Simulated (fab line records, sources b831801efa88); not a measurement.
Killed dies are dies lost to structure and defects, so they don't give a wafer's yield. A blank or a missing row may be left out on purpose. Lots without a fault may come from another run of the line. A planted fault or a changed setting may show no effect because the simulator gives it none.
Tool commonality check | flow sky130 | 14 lots, 42 wafers sampled

WHY IT WAS OPENED
At SKY_VT_ADJUST_LVTN_TW_MEAS_21 the reading VT_ADJUST_LVTN_2_TW is flagged on 2 of 14 lots. Wafers without a fault read 187.5, standard deviation 2.2.
Rule: a lot is flagged when every wafer of it that has a number lies more than 4 standard deviations from that mean, or none has a number. The other lots count as sound.

lot  | measured     | on            | VT_ADJUST_LVTN_2_TW, wafer by wafer | flag
L594 | day 8 05:14  | film_metro-04 | 188.1 189.1 189.0                   |
L596 | day 8 14:29  | film_metro-03 | 186.1 185.5 185.7                   |
L597 | day 8 19:08  | film_metro-04 | 190.1 189.5 190.9                   |
L599 | day 9 13:41  | film_metro-02 | 183.8 184.1 184.5                   |
L600 | day 9 18:23  | film_metro-04 | 190.5 190.6 190.1                   |
L601 | day 10 02:19 | film_metro-03 | 186.8 185.1 187.1                   |
L602 | day 10 11:09 | film_metro-02 | 186.1 185.6 185.4                   |
L605 | day 11 05:02 | film_metro-03 | 169.2 168.3 167.9                   | FLAGGED
L607 | day 11 18:23 | film_metro-03 | 185.5 186.0 186.2                   |
L608 | day 12 06:36 | film_metro-04 | 173.1 172.2 172.5                   | FLAGGED
L613 | day 13 10:41 | film_metro-04 | 190.2 191.8 189.9                   |
L614 | day 14 03:23 | film_metro-04 | 188.6 189.9 189.6                   |
L615 | day 14 14:53 | film_metro-03 | 185.2 185.6 185.3                   |
L616 | day 14 21:40 | film_metro-04 | 189.6 188.3 189.3                   |
The numbers of the flagged lots are 170.5 on average: -17.0 against the usual, or -8 standard deviations.

WHICH TOOL RAN EACH LOT
The record holds 1 process step before the reading, out of a route of 708 steps. In each cell: the tool, then ch and the chambers that the sampled wafers went through, then the start.
lot  | flag    | SKY_VT_ADJUST_LVTN_IMPLANT_19
L594 |         | implanter-01 ch 0, day 8 04:59
L596 |         | implanter-01 ch 0, day 8 14:15
L597 |         | implanter-04 ch 0, day 8 18:53
L599 |         | implanter-01 ch 0, day 9 13:27
L600 |         | implanter-04 ch 0, day 9 18:08
L601 |         | implanter-04 ch 0, day 10 02:06
L602 |         | implanter-03 ch 0, day 10 10:55
L605 | FLAGGED | implanter-04 ch 0, day 11 04:48
L607 |         | implanter-03 ch 0, day 11 18:08
L608 | FLAGGED | implanter-04 ch 0, day 12 06:23
L613 |         | implanter-01 ch 0, day 13 10:26
L614 |         | implanter-03 ch 0, day 14 03:08
L615 |         | implanter-01 ch 0, day 14 14:38
L616 |         | implanter-03 ch 0, day 14 21:26
What these steps do:
- SKY_VT_ADJUST_LVTN_IMPLANT_19
- SKY_VT_ADJUST_LVTN_TW_MEAS_21

FLAGGED OVER TOTAL, TOOL BY TOOL (the gauges that took the reading come last)
step                          | tool          | lots run | flagged | share of the flagged lots | sound lots run after its first flagged lot
SKY_VT_ADJUST_LVTN_IMPLANT_19 | implanter-01  | 5        | 0       | none                      | -
SKY_VT_ADJUST_LVTN_IMPLANT_19 | implanter-03  | 4        | 0       | none                      | -
SKY_VT_ADJUST_LVTN_IMPLANT_19 | implanter-04  | 5        | 2       | all                       | 0
SKY_VT_ADJUST_LVTN_TW_MEAS_21 | film_metro-02 | 2        | 0       | none                      | -
SKY_VT_ADJUST_LVTN_TW_MEAS_21 | film_metro-03 | 5        | 1       | some                      | 2 (L607,L615)
SKY_VT_ADJUST_LVTN_TW_MEAS_21 | film_metro-04 | 7        | 1       | some                      | 3 (L613,L614,L616)

WHAT THE TABLE ALLOWS
1 row of the table ran every flagged lot: implanter-04 at SKY_VT_ADJUST_LVTN_IMPLANT_19.
- implanter-04 at SKY_VT_ADJUST_LVTN_IMPLANT_19: 2 of its 5 lots flagged. Its last sound lot is L601 (day 10 02:06), its first flagged lot L605 (day 11 04:48): a fault that began between those two fits. Its own readings lie more than 4 standard deviations out on every wafer of the flagged lots: dose_ions_cm2, faraday_current_uA.
One tool is left: implanter-04 at SKY_VT_ADJUST_LVTN_IMPLANT_19.

WHAT THE SIMULATOR HAD PUT IN
Process parameter drift: implanter-04, from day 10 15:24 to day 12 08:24, at SKY_VT_ADJUST_LVTN_IMPLANT_19. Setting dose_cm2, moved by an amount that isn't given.
Lots struck among those shown: L605, L608. The rule above found the same.
